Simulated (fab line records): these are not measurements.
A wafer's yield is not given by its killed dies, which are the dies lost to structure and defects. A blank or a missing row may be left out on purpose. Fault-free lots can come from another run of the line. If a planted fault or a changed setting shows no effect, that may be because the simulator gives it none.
A lot that was struck, set against a sound lot / flow sky130 / 43 out of 708 route steps
Sound: the wafers L251.1, L251.3, L251.5. The struck wafers were L264.1, L264.4, L264.6. The cause is named last.
At each step with rows: each side's tool, then ch and its chambers, then its first start. Under that, the readings that differ: sound wafers / struck wafers / difference of the means / sigmas: that difference in standard deviations of wafers without a fault.
alike: a reading whose means differ by less than 2 such deviations, as well as words and numbers matching on both sides. not compared: withheld readings; readings where some wafer has no value; bounds like >300 that might hide an equal value; numbers whose values overlap and for which the record gives no deviation.
Wherever a step has rows on one side only, a row that says differs or no value, or a row with sigmas, the two part there. When numbers do not overlap yet have no deviation, they are printed without sigmas and do not part them. A reading that every wafer of one side lacks parts them only if that side has two wafers or more.

first, 8 steps without rows for these wafers: SKY_POLY_GATE_DEHYDRATE_05 (time 60 s); SKY_POLY_GATE_HMDS_06 (prime time 60 s); SKY_POLY_GATE_COAT_07 (resist thk 110 nm); SKY_POLY_GATE_COAT_08 (resist thk 450 nm); SKY_POLY_GATE_SOFTBAKE_09 (time 90 s); SKY_POLY_GATE_EXPOSE_10 (exposes mask P1M, target cd 150 nm); SKY_POLY_GATE_PEB_11; SKY_POLY_GATE_DEVELOP_12 (develop time 60 s).
SKY_POLY_GATE_CD_MEAS_13: target cd 150 nm.
  struck on cd-sem-01, day 23 00:33; sound on cd-sem-01, day 17 18:11
  alike: cd-nm
SKY_POLY_GATE_OVL_MEAS_14:
  struck on overlay-01, day 23 00:40; sound on overlay-02, day 17 18:19
  alike: POLY_GATE_OVL
SKY_POLY_GATE_ETCH_15: etches BARC in N2/H2, stops on SiO2, time 118.5 s, target depth 110 nm.
  sound on rie-diel-02 ch 1,2, day 17 18:21; struck on rie-diel-02 ch 0,1, day 23 00:43
  alike: drypump-motor-current-A, h2-flow-sccm, oes-product-au, throttle-valve-pct
  not compared: rf-hours-counter-h
SKY_POLY_GATE_ETCH_16: etches Si3N4 in CH3F/O2, stops on poly-Si, time 144.9 s, target depth 75 nm.
  sound on rie-diel-02 ch 1,2, day 17 18:26; struck on rie-diel-02 ch 0,1, day 23 00:47
  alike: drypump-motor-current-A, oes-product-au, throttle-valve-pct
  not compared: rf-hours-counter-h
SKY_POLY_GATE_ETCH_17: etches poly-Si in HBr/Cl2, stops on SiO2, target depth 180 nm, time 70.5 s.
  sound on rie-si-02 ch 0,1,3, day 17 18:32; struck on rie-si-02 ch 0,3, day 23 00:53
  alike: drypump-motor-current-A, oes-product-au, throttle-valve-pct
  not compared: rf-hours-counter-h
SKY_POLY_GATE_STRIP_18: strips in O2/N2.
  sound on plasma-asher-04 ch 0,1, day 17 18:35; struck on plasma-asher-01 ch 0,1, day 23 00:57
  alike: drypump-motor-current-A, oes-product-au, strip-time-to-endpoint-s
  not compared: rf-hours-counter-h
then, 2 steps without rows for these wafers: SKY_POLY_GATE_CLEAN_19 (cleans in SC1/SC2, time 150 s); SKY_POLY_GATE_OXIDATION_20 (stabilise 600 s, purge 300 s, target thk 4 nm).
SKY_POLY_GATE_THK_MEAS_21:
  struck on film-metro-02, day 23 02:21; sound on film-metro-03, day 17 21:02
  alike: POLY_GATE_OXIDATION_THK
SKY_POLY_GATE_CD_MEAS_22:
  struck on cd-sem-01, day 23 02:25; sound on cd-sem-02, day 17 21:05
  alike: cd-nm
then, 7 steps without rows for these wafers: SKY_LDD_N_DEHYDRATE_00 (time 60 s); SKY_LDD_N_HMDS_01 (prime time 60 s); SKY_LDD_N_COAT_02 (resist thk 300 nm); SKY_LDD_N_SOFTBAKE_03 (time 60 s); SKY_LDD_N_EXPOSE_04 (exposes mask NTM, target cd 840 nm); SKY_LDD_N_PEB_05; SKY_LDD_N_DEVELOP_06 (develop time 60 s).
SKY_LDD_N_OVL_MEAS_07:
  struck on overlay-01, day 24 07:53; sound on overlay-01, day 19 03:47
  alike: LDD_N_OVL
then, 8 steps without rows for these wafers: SKY_LDD_N_IMPLANT_08; SKY_LDD_N_IMPLANT_09; SKY_LDD_N_IMPLANT_10; SKY_LDD_N_IMPLANT_11; SKY_LDD_N_IMPLANT_12; SKY_LDD_N_IMPLANT_13; SKY_LDD_N_IMPLANT_14; SKY_LDD_N_IMPLANT_15.
SKY_LDD_N_STRIP_16: strips in O2/N2.
  sound on plasma-asher-02 ch 1, day 19 05:01; struck on plasma-asher-03 ch 0,1, day 24 09:25
reading=strip-time-to-endpoint-s (s); sound=4.305 4.313 4.302; struck=4.328 4.344 4.334; difference=+0.029; sigmas=+2
  alike: drypump-motor-current-A, oes-product-au
  not compared: rf-hours-counter-h
SKY_LDD_N_TW_MEAS_17:
  struck on film-metro-02, day 24 09:31; sound on film-metro-03, day 19 05:07
  alike: LDD_N_TW
then, 6 steps without rows for these wafers: SKY_LDD_P_DEHYDRATE_00 (time 60 s); SKY_LDD_P_HMDS_01 (prime time 60 s); SKY_LDD_P_COAT_02 (resist thk 1140 nm); SKY_LDD_P_SOFTBAKE_03 (time 60 s); SKY_LDD_P_EXPOSE_04 (exposes mask PSDM, target cd 380 nm); SKY_LDD_P_PEB_05.
-- record jumps: 26 days separate the struck wafers' starts on either side; left off in module LDD_P, taken up again in module PAD_OPEN, whose first shown step is the route's number 708 --
SKY_PAD_OPEN_PROBE_99:
  record: rows for the struck wafers here (prober-01, day 49 23:56), none for the sound ones

## WHERE THEY PART
First at SKY_LDD_N_STRIP_16; last, within this record, at SKY_PAD_OPEN_PROBE_99.

WHY: whatever the simulator had introduced
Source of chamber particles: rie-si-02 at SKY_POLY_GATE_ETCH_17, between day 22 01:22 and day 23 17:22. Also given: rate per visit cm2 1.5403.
